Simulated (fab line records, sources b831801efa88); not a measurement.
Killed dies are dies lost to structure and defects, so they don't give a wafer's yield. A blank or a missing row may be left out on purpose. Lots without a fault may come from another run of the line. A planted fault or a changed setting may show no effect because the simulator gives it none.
Tool commonality check | flow gf180mcu | 12 lots, 36 wafers sampled

WHY IT WAS OPENED
At GF_HV_LDD_THK_MEAS_57 the reading HV_LDD_CVD_56_THK is flagged on 2 of 12 lots. Wafers without a fault read 90.3 nm, standard deviation 0.81.
Rule: a lot is flagged when every wafer of it that has a number lies more than 4 standard deviations from that mean, or none has a number. The other lots count as sound.

lot  | measured     | on            | HV_LDD_CVD_56_THK (nm), wafer by wafer | flag
L463 | day 12 18:07 | film_metro-01 | 89.1 88.6 88.8                         |
L464 | day 13 04:37 | film_metro-01 | 91.7 91.0 91.2                         |
L466 | day 13 20:53 | film_metro-04 | 92.1 90.7 90.5                         |
L468 | day 14 13:28 | film_metro-01 | 97.8 97.4 98.0                         | FLAGGED
L467 | day 14 15:19 | film_metro-04 | 97.5 98.1 96.9                         | FLAGGED
L470 | day 15 04:25 | film_metro-02 | 90.2 90.3 90.4                         |
L478 | day 18 07:55 | film_metro-02 | 89.9 89.8 90.2                         |
L479 | day 18 13:06 | film_metro-01 | 90.2 90.5 90.6                         |
L480 | day 18 20:12 | film_metro-04 | 89.4 89.9 88.7                         |
L482 | day 19 06:56 | film_metro-02 | 89.8 89.7 89.8                         |
L481 | day 19 09:22 | film_metro-04 | 88.9 89.7 88.6                         |
L483 | day 19 18:22 | film_metro-01 | 90.1 90.6 90.6                         |
The numbers of the flagged lots are 97.6 nm on average: +7.3 nm against the usual, or +9 standard deviations.

WHICH TOOL RAN EACH LOT
The record holds 2 process steps before the reading, out of a route of 602 steps. In each cell: the tool, then ch and the chambers that the sampled wafers went through, then the start.
lot  | flag    | GF_HV_LDD_RTA_52                 | GF_HV_LDD_CVD_56
L463 |         | rtp_anneal-01 ch 0, day 12 15:26 | lpcvd-01 ch 1, day 12 16:41
L464 |         | rtp_anneal-01 ch 0, day 13 01:55 | lpcvd-02 ch 1, day 13 03:11
L466 |         | rtp_anneal-01 ch 0, day 13 18:12 | lpcvd-02 ch 1, day 13 19:27
L468 | FLAGGED | rtp_anneal-01 ch 0, day 14 10:46 | lpcvd-02 ch 0, day 14 12:01
L467 | FLAGGED | rtp_anneal-02 ch 0, day 14 12:11 | lpcvd-02 ch 0, day 14 13:53
L470 |         | rtp_anneal-01 ch 0, day 15 01:43 | lpcvd-01 ch 1, day 15 02:58
L478 |         | rtp_anneal-02 ch 0, day 18 03:56 | lpcvd-02 ch 0, day 18 06:28
L479 |         | rtp_anneal-01 ch 0, day 18 09:50 | lpcvd-02 ch 0, day 18 11:38
L480 |         | rtp_anneal-01 ch 0, day 18 17:31 | lpcvd-02 ch 0, day 18 18:45
L482 |         | rtp_anneal-02 ch 0, day 19 04:15 | lpcvd-01 ch 0, day 19 05:30
L481 |         | rtp_anneal-01 ch 0, day 19 06:10 | lpcvd-01 ch 0, day 19 07:56
L483 |         | rtp_anneal-02 ch 0, day 19 15:07 | lpcvd-02 ch 1, day 19 16:55
What these steps do:
- GF_HV_LDD_RTA_52: time 10 s.
- GF_HV_LDD_CVD_56: deposits Si3N4 from DCS/NH3, target thk 90 nm, time 1543 s.
- GF_HV_LDD_THK_MEAS_57

FLAGGED OVER TOTAL, TOOL BY TOOL (the gauges that took the reading come last)
step                  | tool          | lots run | flagged | share of the flagged lots | sound lots run after its first flagged lot
GF_HV_LDD_RTA_52      | rtp_anneal-01 | 8        | 1       | some                      | 4 (L470,L479,L480,L481)
GF_HV_LDD_RTA_52      | rtp_anneal-02 | 4        | 1       | some                      | 3 (L478,L482,L483)
GF_HV_LDD_CVD_56      | lpcvd-01      | 4        | 0       | none                      | -
GF_HV_LDD_CVD_56      | lpcvd-02      | 8        | 2       | all                       | 4 (L478,L479,L480,L483)
GF_HV_LDD_THK_MEAS_57 | film_metro-01 | 5        | 1       | some                      | 2 (L479,L483)
GF_HV_LDD_THK_MEAS_57 | film_metro-02 | 3        | 0       | none                      | -
GF_HV_LDD_THK_MEAS_57 | film_metro-04 | 4        | 1       | some                      | 2 (L480,L481)

WHAT THE TABLE ALLOWS
1 row of the table ran every flagged lot: lpcvd-02 at GF_HV_LDD_CVD_56.
- lpcvd-02 at GF_HV_LDD_CVD_56: 2 of its 8 lots flagged. Sound lots ran on it after the first flagged one (L478, L479, L480, L483), which a lasting fault on the whole tool wouldn't allow.
No row of the table ran every flagged lot and no sound lot after the first.

WHAT THE SIMULATOR HAD PUT IN
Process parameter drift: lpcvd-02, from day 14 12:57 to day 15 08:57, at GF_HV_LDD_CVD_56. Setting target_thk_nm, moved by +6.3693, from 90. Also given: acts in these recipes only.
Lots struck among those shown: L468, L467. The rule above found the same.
